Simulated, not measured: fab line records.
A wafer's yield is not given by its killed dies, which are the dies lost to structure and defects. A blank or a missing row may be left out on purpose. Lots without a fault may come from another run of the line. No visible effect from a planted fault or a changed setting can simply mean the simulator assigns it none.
Which of the tools did it? || flow gf180mcu || Sampling: 12 lots, 36 wafers, 3 of 602 route steps

WHAT THE GAUGES READ, wafer by wafer
GF_V2_RS_MEAS_24: the measuring method here is four-point-probe.
{"lot": "L075", "measured": "day 20 14:58", "on": "film-metro-02", "V2_W_RS (ohm/sq)": "0.317 0.338 0.317"}
{"lot": "L077", "measured": "day 21 13:25", "on": "film-metro-01", "V2_W_RS (ohm/sq)": "0.329 0.323 0.323"}
{"lot": "L079", "measured": "day 22 07:53", "on": "film-metro-01", "V2_W_RS (ohm/sq)": "0.325 0.325 0.327"}
{"lot": "L081", "measured": "day 22 21:46", "on": "film-metro-01", "V2_W_RS (ohm/sq)": "0.330 0.331 0.333"}
{"lot": "L083", "measured": "day 23 13:01", "on": "film-metro-01", "V2_W_RS (ohm/sq)": "0.326 0.324 0.325"}
{"lot": "L085", "measured": "day 24 04:20", "on": "film-metro-01", "V2_W_RS (ohm/sq)": "0.331 0.319 0.317"}
{"lot": "L087", "measured": "day 25 03:07", "on": "film-metro-01", "V2_W_RS (ohm/sq)": "0.327 0.329 0.328"}
{"lot": "L089", "measured": "day 25 22:29", "on": "film-metro-04", "V2_W_RS (ohm/sq)": "0.325 0.329 0.329"}
{"lot": "L091", "measured": "day 26 08:00", "on": "film-metro-02", "V2_W_RS (ohm/sq)": "0.323 0.324 0.329"}
{"lot": "L093", "measured": "day 27 04:50", "on": "film-metro-01", "V2_W_RS (ohm/sq)": "0.332 0.322 0.323"}
{"lot": "L096", "measured": "day 27 20:10", "on": "film-metro-02", "V2_W_RS (ohm/sq)": "0.331 0.322 0.320"}
{"lot": "L097", "measured": "day 27 23:23", "on": "film-metro-04", "V2_W_RS (ohm/sq)": "0.328 0.337 0.341"}

EACH LOT AND THE TOOL THAT RAN IT (in order: tool; ch and the chambers of the sampled wafers; start)
{"lot": "L075", "GF_V1_SPUTTER_21": "pvd-sputter-01, day 18 10:38", "GF_M2_SPUTTER_04": "pvd-sputter-04, day 18 11:31"}
{"lot": "L077", "GF_V1_SPUTTER_21": "pvd-sputter-03, day 19 09:28", "GF_M2_SPUTTER_04": "pvd-sputter-04, day 19 10:20"}
{"lot": "L079", "GF_V1_SPUTTER_21": "pvd-sputter-02, day 20 04:54", "GF_M2_SPUTTER_04": "pvd-sputter-04, day 20 05:47"}
{"lot": "L081", "GF_V1_SPUTTER_21": "pvd-sputter-02, day 20 19:31", "GF_M2_SPUTTER_04": "pvd-sputter-03, day 20 20:23"}
{"lot": "L083", "GF_V1_SPUTTER_21": "pvd-sputter-03, day 21 11:28", "GF_M2_SPUTTER_04": "pvd-sputter-04, day 21 12:20"}
{"lot": "L085", "GF_V1_SPUTTER_21": "pvd-sputter-03, day 22 04:01", "GF_M2_SPUTTER_04": "pvd-sputter-03, day 22 04:53"}
{"lot": "L087", "GF_V1_SPUTTER_21": "pvd-sputter-03, day 23 03:31", "GF_M2_SPUTTER_04": "pvd-sputter-04, day 23 04:23"}
{"lot": "L089", "GF_V1_SPUTTER_21": "pvd-sputter-02, day 24 00:23", "GF_M2_SPUTTER_04": "pvd-sputter-01, day 24 01:16"}
{"lot": "L091", "GF_V1_SPUTTER_21": "pvd-sputter-02, day 24 09:13", "GF_M2_SPUTTER_04": "pvd-sputter-03, day 24 10:05"}
{"lot": "L093", "GF_V1_SPUTTER_21": "pvd-sputter-02, day 25 07:35", "GF_M2_SPUTTER_04": "pvd-sputter-03, day 25 08:44"}
{"lot": "L096", "GF_V1_SPUTTER_21": "pvd-sputter-03, day 26 00:59", "GF_M2_SPUTTER_04": "pvd-sputter-04, day 26 01:52"}
{"lot": "L097", "GF_V1_SPUTTER_21": "pvd-sputter-02, day 26 02:41", "GF_M2_SPUTTER_04": "pvd-sputter-01, day 26 03:34"}
- GF_V1_SPUTTER_21: material Ti, target thk 15 nm, time 80.02 s.
- GF_M2_SPUTTER_04: material TiN, target thk 50 nm, time 41.7 s.

THE ANSWER, worked out from the rows above alone
Rule: the lots themselves supply what counts as usual. Put in order of their means at a reading, lots are off if they are a third of the lots or fewer, leave a main group of 4 or more, and stand apart from it by a gap of 3 or more times the standard deviation of the main group's means; of several such gaps the widest counts. If all means in a main group match to the digits the tables above print for the reading, that group is not used. A lot without any number at a reading at which 4 lots or more have one is off too. All remaining lots with rows at the step are treated as sound.
No lot is off on any of the readings shown, so nothing can be concluded from this.

WHAT THE SIMULATOR HAD INSERTED
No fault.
